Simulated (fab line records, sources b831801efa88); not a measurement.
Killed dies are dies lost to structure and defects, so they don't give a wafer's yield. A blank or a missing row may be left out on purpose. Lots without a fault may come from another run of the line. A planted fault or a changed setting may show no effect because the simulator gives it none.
Problem report in the 8D (eight disciplines) form, filled by code | flow gf180mcu | the parts of the form that need people (team, actions taken, sign-off) are left out

1. THE PROBLEM
overpolish_run_s at GF_CONTACT_CMP_27 reads a mean of 0.036 s on 1 wafer of 1 lot; wafers without a fault read 15.000 s with a standard deviation of 0.0088. That is -99 or more standard deviations from the usual mean.
The step: polishes, stops on SiO2, t overpolish 15 s, target thk 0 nm.
First seen on wafer L709.1, day 22 07:41, on cmp-02. The record holds 39 wafers of 13 lots with a number at this step. Rule for "out", or "out of limits": more than 4 standard deviations from the usual mean. The other wafers with a number count as sound.

2. WHAT IT IS AND WHAT IT IS NOT
question                    | is                                                                       | is not
which readings at this step | overpolish_run_s, head_pressure_psi, motor_current_A, time_to_endpoint_s | -
which lots                  | L709                                                                     | L693, L694, L696, L698, L699, L700, L701, L702, L703, L704, L705, L708
which wafers of those lots  | L709.1                                                                   | L709.2, L709.3
read on which tools         | cmp-02                                                                   | cmp-01
when                        | from day 22 07:41                                                        | up to then (38 sound wafers)

3. SUSPECTS, AND WHAT RULES EACH OUT
Counting: a tool at a process step up to the reading stays a suspect if it ran every lot that is out. Sound lots after the first of them don't rule it out here, since some wafers of a struck lot are sound.
- rie_diel-04 at GF_HV_LDD_ETCHBACK_58 (etches Si3N4 in CH3F/O2, stops on SiO2, time 100 s, target depth 90 nm): kept. It ran the lot that is out, L709 (day 18 04:59); its last sound lot up to then is L705 (day 16 17:16).
- cmp-02 at GF_CONTACT_CMP_27 (polishes, stops on SiO2, t overpolish 15 s, target thk 0 nm): kept. It ran the lot that is out, L709 (day 22 07:41); its last sound lot up to then is L704 (day 20 16:45). Its own readings are out on those wafers: head_pressure_psi, motor_current_A, overpolish_run_s, time_to_endpoint_s.
- Within rie_diel-04 at GF_HV_LDD_ETCHBACK_58: the wafers that are out ran in chamber 3; their sound lot-mates ran in chambers 0, 2.
- Within cmp-02 at GF_CONTACT_CMP_27: the wafers that are out ran in chamber 2; their sound lot-mates ran in chambers 0, 3.
Left after counting: rie_diel-04 at GF_HV_LDD_ETCHBACK_58, cmp-02 at GF_CONTACT_CMP_27.

4. THE CAUSE (what the simulator had put in)
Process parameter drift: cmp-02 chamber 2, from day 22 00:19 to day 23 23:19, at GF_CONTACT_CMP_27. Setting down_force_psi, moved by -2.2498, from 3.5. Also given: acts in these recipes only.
Counting left 2 suspects, and this tool is among them.

5. THE CHAIN OF EFFECTS, in route order
Each row: a reading whose mean over the struck wafers that have a number lies more than 3 standard deviations from the usual. Only readings for which the record gives a usual standard deviation are gone through. hours: the time from each lot's start at the first step in this table that gives one to its start at this step, as a median over the lots. sigmas: the change in usual standard deviations.
hours | step                    | reading            | usual     | on struck wafers | change  | sigmas
0     | GF_CONTACT_CMP_27       | head_pressure_psi  | 3.498 psi | 1.261            | -2.237  | -99 or more
0     | GF_CONTACT_CMP_27       | motor_current_A    | 11.8 A    | 5.4              | -6.4    | -5.8
0     | GF_CONTACT_CMP_27       | overpolish_run_s   | 15.000 s  | 0.036            | -14.964 | -99 or more
0     | GF_CONTACT_CMP_27       | time_to_endpoint_s | 71 s      | 115              | +44     | +13
273   | GF_PASSIVATION_PROBE_99 | killed_at_contacts | 6.0       | 453.0            | +447.0  | +99 or more
273   | GF_PASSIVATION_PROBE_99 | killed_dies        | 47        | 492              | +445    | +67
273   | GF_PASSIVATION_PROBE_99 | killed_on_rim      | 9.2       | 96.0             | +86.8   | +29
The process steps in it:
- GF_CONTACT_CMP_27: polishes, stops on SiO2, t overpolish 15 s, target thk 0 nm.
- GF_PASSIVATION_PROBE_99

6. WHAT WOULD HAVE CAUGHT IT SOONER
In this record the first reading out of limits was taken at day 22 07:41, 7 hours after the fault began at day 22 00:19.
